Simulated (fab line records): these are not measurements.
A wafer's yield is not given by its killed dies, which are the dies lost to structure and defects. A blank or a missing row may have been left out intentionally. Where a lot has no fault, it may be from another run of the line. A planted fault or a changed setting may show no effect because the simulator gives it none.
Lot-split experiment    flow sfq line    23 wafers read across 5 lots, on a route 325 steps long

THE SPLIT
At SFQ_TRILAYER_M8_DEP_EVAP_198 (material Pt, target thk 50 nm, time 250 s), the setting time s was moved away from the recipe's 250 s on 5 of the 23 wafers read, by -12.9% to +12.0%. All remaining wafers had this setting at the recipe value.

The split's own step is where the reading is taken.

THE READING
Pt_of_TRILAYER_M8_DEP_EVAP_198.thk nm (the simulator's own value, which no gauge read), in nm, at SFQ_TRILAYER_M8_DEP_EVAP_198 (material Pt, target thk 50 nm, time 250 s). The file does not state a usual value for it. Here, 18 wafers ran the recipe; their average is 49.90 nm with a standard deviation of 0.71 nm.

wafer   tool, chamber at the split  time s as run, s  against the recipe  Pt_of_TRILAYER_M8_DEP_EVAP_198.thk nm, nm  against lot-mates on the recipe
L077.1  pvd sputter-01, -           250               recipe              48.87                                      -
L077.2  pvd sputter-01, -           250               recipe              50.35                                      -
L077.3  pvd sputter-01, -           250               recipe              50.53                                      -
L082.1  pvd sputter-02, -           250               recipe              49.19                                      -
L082.2  pvd sputter-02, -           280.1             +12.0%              55.29                                      +5.79
L082.3  pvd sputter-02, -           250               recipe              49.94                                      -
L082.5  pvd sputter-02, -           250               recipe              49.38                                      -
L082.6  pvd sputter-02, -           280.1             +12.0%              55.47                                      +5.97
L083.1  pvd sputter-01, -           250               recipe              49.37                                      -
L083.2  pvd sputter-01, -           250               recipe              49.95                                      -
L083.4  pvd sputter-01, -           250               recipe              51.28                                      -
L083.5  pvd sputter-01, -           250               recipe              49.73                                      -
L083.6  pvd sputter-01, -           250               recipe              49.77                                      -
L084.1  pvd sputter-02, -           250               recipe              49.69                                      -
L084.2  pvd sputter-02, -           250               recipe              50.64                                      -
L084.3  pvd sputter-02, -           217.7             -12.9%              43.45                                      -6.71
L084.4  pvd sputter-02, -           217.7             -12.9%              43.51                                      -6.66
L084.5  pvd sputter-02, -           217.7             -12.9%              43.56                                      -6.60
L085.1  pvd sputter-01, -           250               recipe              50.58                                      -
L085.2  pvd sputter-01, -           250               recipe              48.52                                      -
L085.3  pvd sputter-01, -           250               recipe              50.29                                      -
L085.4  pvd sputter-01, -           250               recipe              49.35                                      -
L085.5  pvd sputter-01, -           250               recipe              50.84                                      -

THE FIT
A straight line over all 23 wafers: Pt_of_TRILAYER_M8_DEP_EVAP_198.thk nm changes by +0.479 nm for each +1% of time s; r = +0.98; the points scatter about the line by 0.66 nm.
The same after taking each lot's own level away (the mean of its wafers on the recipe; 23 wafers): +0.505 nm for each +1%; r = +0.98; scatter 0.63 nm.
That fit puts the effect of the largest move of time s on the reading at 6.5 nm.
The lots' own levels span 49.503 to 50.165 nm, that is 0.9 times the standard deviation above.
Hence the lot-to-lot level has little effect on the slope; both slopes agree.
Check: for one of the wafers moved furthest among these (-12.9%), held out of the fit, the line's prediction against its lot-mates is -6.51 nm. It came out at -6.71 nm against them.

OTHER SPLITS ON THESE WAFERS
Before the reading, these wafers also passed through other splits. Each is held against what the fit with the lots' levels taken away leaves over:
other split on the same wafers                         wafers away from the commonest value  r with Pt_of_TRILAYER_M8_DEP_EVAP_198.thk nm (lot level and that fit taken away)
SFQ_TRILAYER_JJ_CE_LITHO_PEB_117 peb temp c            9                                     +0.24
SFQ_TRILAYER_M5_BARC_OPEN_METAL_ETCH_161 time s        7                                     -0.05
SFQ_TRILAYER_R5_LITHO_COAT_141 spin rpm                8                                     -0.31
SFQ_TRILAYER_I5_LITHO_COAT_149 spin rpm                6                                     -0.01
SFQ_TRILAYER_I5_BARC_OPEN_VIA_ETCH_200 pressure mtorr  18                                    -0.04
SFQ_TRILAYER_M6_LITHO_COAT_164 spin rpm                6                                     +0.32
SFQ_TRILAYER_I6_VIA_LITHO_COAT_169 spin rpm            10                                    -0.41
SFQ_TRILAYER_M7_LITHO_COAT_177 spin rpm                5                                     +0.02
SFQ_TRILAYER_I7_CMP_CMP_184 leave above ref nm         8                                     +0.04
SFQ_TRILAYER_I7_VIA_LITHO_COAT_192 spin rpm            5                                     -0.16
SFQ_TRILAYER_I7_VIA_ETCH_VIA_ETCH_190 source w         9                                     -0.37

FILE'S OWN FIT
Pt_of_TRILAYER_M8_DEP_EVAP_198.thk nm changes by +0.503 nm for each +1% of time s, r = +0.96.
